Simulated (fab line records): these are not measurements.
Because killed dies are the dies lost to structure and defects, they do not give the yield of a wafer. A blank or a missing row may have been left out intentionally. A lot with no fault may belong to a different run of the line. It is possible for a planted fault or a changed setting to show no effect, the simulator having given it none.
A struck lot beside a sound one | flow sky130 | 37 steps out of a route of 708
Sound: these wafers, L378.3, L378.4, L378.5. The struck wafers were L390.1, L390.2, L390.3. Last of all comes the cause.
Order at every step that has rows: each side's tool, ch and its chambers, its first start. Under that, the readings that differ: sound wafers | struck wafers | difference of the means | sigmas: that difference in standard deviations of wafers without a fault.
alike: readings whose means differ by less than 2 such deviations, and words and numbers that are the same on both sides. not compared: withheld readings, readings that some wafer has no value for, bounds like >300 that may hide the same value, and numbers for which the record gives no deviation and whose values overlap.
The two part at a step that has a row with sigmas, a row that says differs or no value, or rows on one side only. Numbers that don't overlap but have no deviation are shown without sigmas and don't part them. Lack of a reading on every wafer of one side parts them only where that side has two or more wafers.

first, 10 steps without rows for these wafers: SKY_DNWELL_DEVELOP_06 (develop time 60 s); SKY_DNWELL_IMPLANT_07; SKY_DNWELL_STRIP_08 (strips in O2/N2); SKY_PWDE_DEHYDRATE_00 (time 60 s); SKY_PWDE_HMDS_01 (prime time 60 s); SKY_PWDE_COAT_02 (resist thk 3000 nm); SKY_PWDE_SOFTBAKE_03; SKY_PWDE_EXPOSE_04 (exposes mask PWDEM, target cd 840 nm); SKY_PWDE_PEB_05; SKY_PWDE_DEVELOP_06 (develop time 60 s).
SKY_PWDE_IMPLANT_08:
  sound on implanter-02 ch 0, day 4 07:29; struck on implanter-02 ch 0, day 7 04:01
  reading            | sound                         | struck                        | difference | sigmas
  dose_ions_cm2      | 3.599e+12 3.594e+12 3.596e+12 | 6.311e+12 6.308e+12 6.306e+12 | +2.712e+12 | +99 or more
  faraday_current_uA | 20.7 20.3 21.2                | 35.7 36.3 35.6                | +15.1      | +35
then, 1 step without rows for these wafers: SKY_PWDE_STRIP_09 (strips in O2/N2).
SKY_PWDE_TW_MEAS_10:
  struck on film_metro-02, day 7 04:16; sound on film_metro-01, day 4 07:42
  reading | sound             | struck            | difference | sigmas
  PWDE_TW | 376.8 376.9 376.4 | 450.1 450.1 448.8 | +73.0      | +38
then, 22 steps without rows for these wafers: SKY_NWELL_DEHYDRATE_03 (time 60 s); SKY_NWELL_HMDS_04 (prime time 60 s); SKY_NWELL_COAT_05 (resist thk 3000 nm); SKY_NWELL_SOFTBAKE_06; SKY_NWELL_EXPOSE_07 (exposes mask NWM, target cd 840 nm); SKY_NWELL_PEB_08; SKY_NWELL_DEVELOP_09 (develop time 60 s); SKY_NWELL_IMPLANT_11; SKY_NWELL_IMPLANT_12; SKY_NWELL_IMPLANT_13; SKY_NWELL_STRIP_14 (strips in O2/N2); SKY_NWELL_DEHYDRATE_16 (time 60 s); SKY_NWELL_HMDS_17 (prime time 60 s); SKY_NWELL_COAT_18 (resist thk 3000 nm); SKY_NWELL_SOFTBAKE_19; SKY_NWELL_EXPOSE_20 (exposes mask NWM COMPLEMENT, target cd 840 nm); SKY_NWELL_PEB_21; SKY_NWELL_DEVELOP_22 (develop time 60 s); SKY_NWELL_IMPLANT_24; SKY_NWELL_STRIP_25 (strips in O2/N2); SKY_NWELL_CLEAN_27 (cleans in SC1/SC2, time 150 s); SKY_NWELL_RTA_28 (time 30 s).
SKY_NWELL_RS_MEAS_31: measurement is done with a four-point probe.
  struck on film_metro-02, day 8 22:40; sound on film_metro-04, day 5 18:04
  reading          | sound          | struck         | difference | sigmas
  PWDE_RS (ohm/sq) | 5305 5279 5278 | 3428 3433 3422 | -1860      | -99 or more
-- the record jumps here: 40 days lie between the struck wafers' starts before and after (it left off in module NWELL and takes up again in module PAD_OPEN, whose first step shown is number 708 of the route) --
SKY_PAD_OPEN_PROBE_99:
  struck on prober-01, day 49 05:01; sound on prober-01, day 46 02:30
  reading                                   | sound                       | struck         | difference | sigmas
  killed_open                               | 49 28 42                    | 55 49 60       | +15        | +2
  model.etest.res_p_drift_20v.line_ohm_um   | 1.09e+04 1.05e+04 1.028e+04 | 6761 6954 6835 | -3710      |
  model.etest.res_p_drift_20v.rs_ohm_sq     | 9035 8701 8738              | 5677 5893 5746 | -3053      |
  model.etest.res_pwde_under_gate.rs_ohm_sq | 6163 6175 6129              | 3725 3750 3731 | -2420      |
  alike: killed_at_M0_to_M3, killed_at_M4_up, killed_at_contacts, killed_at_front_end, killed_at_other, killed_dies, killed_short

== WHERE THEY PART ==
Earliest at SKY_PWDE_IMPLANT_08; latest, in this record, at SKY_PAD_OPEN_PROBE_99.

WHY: whatever the simulator had introduced
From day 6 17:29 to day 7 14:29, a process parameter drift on implanter-02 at SKY_PWDE_IMPLANT_08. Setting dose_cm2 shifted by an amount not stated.
